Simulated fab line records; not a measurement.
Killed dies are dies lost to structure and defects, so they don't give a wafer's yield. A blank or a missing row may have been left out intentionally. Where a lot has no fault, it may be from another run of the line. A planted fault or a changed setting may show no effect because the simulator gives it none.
A struck lot beside a sound one ; flow sky130 ; 18 out of 708 route steps
Sound: wafers L536.1, L536.3, L536.6. Struck: wafers L548.1, L548.6 (left out: L548.4, a lot-mate that was not struck); the cause follows at the end.
For every step that has rows: the tool of each side, followed by ch and its chambers, followed by its first start. Under that, the readings that differ: sound wafers ; struck wafers ; difference of the means ; sigmas: that difference in standard deviations of wafers without a fault.
alike: readings with means less than 2 such deviations apart, plus words and numbers identical on both sides. not compared: withheld readings, readings lacking a value on some wafer, bounds such as >300 that could conceal the same value, and numbers that have no deviation in the record and whose values overlap.
Wherever a step has rows on one side only, a row that says differs or no value, or a row with sigmas, the two part there. Numbers that don't overlap but have no deviation are shown without sigmas and don't part them. Lack of a reading on every wafer of one side parts them only where that side has two or more wafers.

first, 2 steps without rows for these wafers: SKY_CONTACT_PEB_12; SKY_CONTACT_DEVELOP_13 (develop time 60 s).
SKY_CONTACT_CD_MEAS_14: the cd target is 170 nm.
  struck on cd-sem-02, day 35 16:45; sound on cd-sem-01, day 31 22:30
  alike: cd-nm
SKY_CONTACT_OVL_MEAS_15:
  struck on overlay-01, day 35 16:52; sound on overlay-01, day 31 22:37
  alike: CONTACT_OVL
SKY_CONTACT_ETCH_16: etches BARC in N2/H2, stops on SiO2, time 45.9 s, target depth 60 nm.
  sound on rie-diel-03 ch 1,2,3, day 31 22:39; struck on rie-diel-01 ch 1,3, day 35 16:54
  alike: drypump-motor-current-A, oes-product-au, rf-fwd-power-W, throttle-valve-pct
  not compared: rf-hours-counter-h
SKY_CONTACT_ETCH_17: etches SiO2 in C4F8/O2/Ar, stops on Si3N4, target depth 340 nm.
  sound on rie-diel-03 ch 1,2,3, day 31 22:41; struck on rie-diel-01 ch 1,3, day 35 16:56
  alike: oes-product-au, rf-fwd-power-W
then, 1 step without rows for these wafers: SKY_CONTACT_ETCH_18 (etches Si3N4 in CHF3/O2, stops on TiN, time 39 s, target depth 75 nm).
SKY_CONTACT_STRIP_19: strips in O2/N2.
  sound on plasma-asher-02 ch 0,1, day 31 22:47; struck on plasma-asher-02 ch 0,1, day 35 17:02
  alike: drypump-motor-current-A, o2-flow-sccm, oes-product-au, strip-time-to-endpoint-s
  not compared: rf-hours-counter-h
then, 3 steps without rows for these wafers: SKY_CONTACT_STRIP_20 (strips in post etch residue remover, time 1200 s); SKY_CONTACT_CLEAN_21 (cleans in IPA, time 180 s); SKY_CONTACT_CLEAN_22 (cleans in O3/DIW).
SKY_CONTACT_SPUTTER_23: material TiN, target thk 20 nm, time 80 s.
  struck on pvd-sputter-04, day 35 17:38; sound on pvd-sputter-04, day 31 23:23
  alike: throttle-valve-pct
SKY_CONTACT_CVD_24: deposits W, target thk 340 nm, time 102.12 s.
  sound on cvd-w-01 ch 0,1, day 31 23:26; struck on cvd-w-01 ch 1, day 35 17:41
reading;sound;struck;difference;sigmas
model.W_of_CONTACT_CVD_24.thk-nm (nm);335.5 335.4 344.9;398.5 403.7;+62.5;
  alike: chamber-pressure-Torr, heater-power-w
SKY_CONTACT_RS_MEAS_25: uses a four-point probe to measure.
  struck on film-metro-03, day 35 17:48; sound on film-metro-04, day 31 23:33
reading;sound;struck;difference;sigmas
CONTACT_W_RS (ohm/sq);0.342 0.343 0.333;0.288 0.284;-0.053;-9
SKY_CONTACT_THK_MEAS_26: measures by xrf.
  struck on film-metro-03, day 35 17:55; sound on film-metro-04, day 31 23:40
reading;sound;struck;difference;sigmas
CONTACT_W_THK (nm);334 331 342;408 414;+75;+9
SKY_CONTACT_CMP_27: polishes, stops on SiO2, t overpolish 15 s, target thk 0 nm.
  sound on cmp-02 ch 0,1,2, day 31 23:47; struck on cmp-01 ch 0,2, day 35 18:02
reading;sound;struck;difference;sigmas
time-to-endpoint-s (s);81 81 79;100 102;+21;+5
  alike: motor-current-A, retaining-ring-pressure-frac
SKY_METAL1_SPUTTER_00: material Ti, target thk 15 nm, time 10 s.
  struck on pvd-sputter-03, day 35 18:17; sound on pvd-sputter-01, day 32 00:02
  alike: throttle-valve-pct
following that, these wafers have no rows for 1 step: SKY_PAD_OPEN_PROBE_99.

== WHERE THEY PART ==
Last at SKY_CONTACT_CMP_27 as far as this record goes, first at SKY_CONTACT_RS_MEAS_25. Later steps at which nothing parts them and some readings are alike: SKY_METAL1_SPUTTER_00.

WHY: what the simulator had put in
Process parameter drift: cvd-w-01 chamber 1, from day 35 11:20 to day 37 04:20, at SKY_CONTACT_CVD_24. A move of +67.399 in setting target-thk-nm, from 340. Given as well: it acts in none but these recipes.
